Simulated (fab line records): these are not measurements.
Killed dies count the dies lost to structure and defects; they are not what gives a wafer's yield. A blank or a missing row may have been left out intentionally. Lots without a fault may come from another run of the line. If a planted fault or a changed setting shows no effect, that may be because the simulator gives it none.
The tool behind it: which one? + flow sky130 + 14 lots, 42 wafers sampled, at 3 steps of a route of 708

## WHAT EACH GAUGE READ, for each wafer
SKY_LI_CONTACT_RS_MEAS_22: measurement is done with a four-point probe. Usual: LI_CONTACT_W_RS gives 0.283 ohm/sq (standard deviation 0.0043).
| lot  | measured     | on            | LI_CONTACT_W_RS (ohm/sq) | flag |
|------|--------------|---------------|--------------------------|------|
| L315 | day 28 15:56 | film metro-03 | 0.288 0.291 0.292        |      |
| L317 | day 29 18:23 | film metro-02 | 0.281 0.283 0.283        |      |
| L319 | day 30 01:56 | film metro-01 | 0.293 0.287 0.284        |      |
| L320 | day 30 12:16 | film metro-01 | 0.281 0.286 0.289        |      |
| L321 | day 32 11:59 | film metro-02 | 0.285 0.276 0.281        |      |
| L322 | day 32 12:24 | film metro-03 | 0.283 0.279 0.282        |      |
| L323 | day 32 13:32 | film metro-02 | 0.287 0.289 0.282        |      |
| L325 | day 32 14:14 | film metro-01 | 0.278 0.280 0.282        |      |
| L324 | day 32 16:00 | film metro-03 | 0.279 0.285 0.280        |      |
| L331 | day 34 08:01 | film metro-01 | 0.286 0.264 0.267        |      |
| L333 | day 36 04:23 | film metro-03 | 0.288 0.267 0.268        |      |
| L335 | day 36 08:26 | film metro-03 | 0.282 0.282 0.280        |      |
| L336 | day 36 10:17 | film metro-01 | 0.277 0.277 0.278        |      |
| L337 | day 36 12:14 | film metro-02 | 0.280 0.279 0.279        |      |

SKY_LI_CONTACT_THK_MEAS_23: measures by xrf. Usual: LI_CONTACT_W_THK gives 402 nm (standard deviation 6.4).
| lot  | measured     | on            | LI_CONTACT_W_THK (nm) | flag |
|------|--------------|---------------|-----------------------|------|
| L315 | day 28 16:04 | film metro-03 | 398 393 389           |      |
| L317 | day 29 18:31 | film metro-02 | 403 400 404           |      |
| L319 | day 30 02:04 | film metro-01 | 390 397 401           |      |
| L320 | day 30 12:23 | film metro-01 | 405 398 395           |      |
| L321 | day 32 12:07 | film metro-02 | 393 408 398           |      |
| L322 | day 32 12:29 | film metro-03 | 401 404 401           |      |
| L323 | day 32 13:40 | film metro-02 | 389 391 399           |      |
| L325 | day 32 14:22 | film metro-01 | 415 405 410           |      |
| L324 | day 32 16:07 | film metro-03 | 403 399 404           |      |
| L331 | day 34 08:07 | film metro-01 | 397 430 424           |      |
| L333 | day 36 04:29 | film metro-03 | 396 428 429           |      |
| L335 | day 36 08:34 | film metro-03 | 406 404 412           |      |
| L336 | day 36 10:23 | film metro-01 | 413 416 412           |      |
| L337 | day 36 12:21 | film metro-02 | 405 405 402           |      |

## TOOL THAT RAN EACH LOT (tool first, then ch and the chambers of the sampled wafers, then the start)
| lot  | SKY_LI_CONTACT_CVD_21         |
|------|-------------------------------|
| L315 | cvd w-02 ch 0,1, day 28 15:49 |
| L317 | cvd w-01 ch 0,1, day 29 18:16 |
| L319 | cvd w-02 ch 0,1, day 30 01:49 |
| L320 | cvd w-02 ch 1, day 30 12:08   |
| L321 | cvd w-01 ch 0,1, day 32 11:52 |
| L322 | cvd w-01 ch 0,1, day 32 12:16 |
| L323 | cvd w-02 ch 0,1, day 32 13:25 |
| L325 | cvd w-01 ch 0,1, day 32 14:07 |
| L324 | cvd w-01 ch 0,1, day 32 15:53 |
| L331 | cvd w-02 ch 0,1, day 34 07:52 |
| L333 | cvd w-02 ch 0,1, day 36 04:14 |
| L335 | cvd w-01 ch 0,1, day 36 08:19 |
| L336 | cvd w-01 ch 0,1, day 36 10:10 |
| L337 | cvd w-01 ch 0,1, day 36 12:05 |
- SKY_LI_CONTACT_CVD_21: deposits W, target thk 400 nm, time 120.56 s.

## AS READ BY THE TOOLS THEMSELVES (means over the sampled wafers that have a number; for cases with no such wafer, the mark the record gives instead)
SKY_LI_CONTACT_CVD_21. Usual: heater power w 822 W, standard deviation 90; susceptor temp C 399.99 C, standard deviation 0.23.
| lot  | tool     | heater power w (W) | susceptor temp C (C) | flag |
|------|----------|--------------------|----------------------|------|
| L315 | cvd w-02 | 800                | 399.84               |      |
| L317 | cvd w-01 | 796                | 399.79               |      |
| L319 | cvd w-02 | 806                | 399.80               |      |
| L320 | cvd w-02 | 826                | 400.35               |      |
| L321 | cvd w-01 | 857                | 400.12               |      |
| L322 | cvd w-01 | 864                | 399.89               |      |
| L323 | cvd w-02 | 805                | 399.86               |      |
| L325 | cvd w-01 | 864                | 399.93               |      |
| L324 | cvd w-01 | 880                | 400.05               |      |
| L331 | cvd w-02 | 822                | 402.80               | OFF  |
| L333 | cvd w-02 | 812                | 403.02               | OFF  |
| L335 | cvd w-01 | 786                | 400.05               |      |
| L336 | cvd w-01 | 791                | 399.89               |      |
| L337 | cvd w-01 | 794                | 399.93               |      |

## THE ANSWER, worked out from the rows above alone
Rule: take the mean of a lot's wafers that have a number; if it is more than 3 standard deviations from the usual mean, the lot is off. Also off: a lot with no number at a reading for which 4 or more lots have one. Any other lot the step has rows for is counted as sound. First the gauges in route order, then the tools' own readings, where a lot's mean is used as printed above. The first step at which some lot is off is used, and at that step the reading that is off furthest; a lot without a number counts as furthest.
Off, at SKY_LI_CONTACT_CVD_21 on susceptor temp C: L331, L333.
A tool fits if, at that step or a process step before it, it ran every lot that is off, and no sound lot after the first of them. One fits: cvd w-02 at SKY_LI_CONTACT_CVD_21. A fault onset in the window from L323 (day 32 13:25, its last sound lot) to L331 (day 34 07:52, its first lot off) fits.
The tool's own readings at SKY_LI_CONTACT_CVD_21 bear it out: on the lots that are off they differ by more than 5 times the standard deviation of the sound lots' means. susceptor temp C reads 402.91 C there against 399.96 C on the sound lots.

## WHAT THE SIMULATOR PUT IN
cvd w-02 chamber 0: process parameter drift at SKY_LI_CONTACT_CVD_21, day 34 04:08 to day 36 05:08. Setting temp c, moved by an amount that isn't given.
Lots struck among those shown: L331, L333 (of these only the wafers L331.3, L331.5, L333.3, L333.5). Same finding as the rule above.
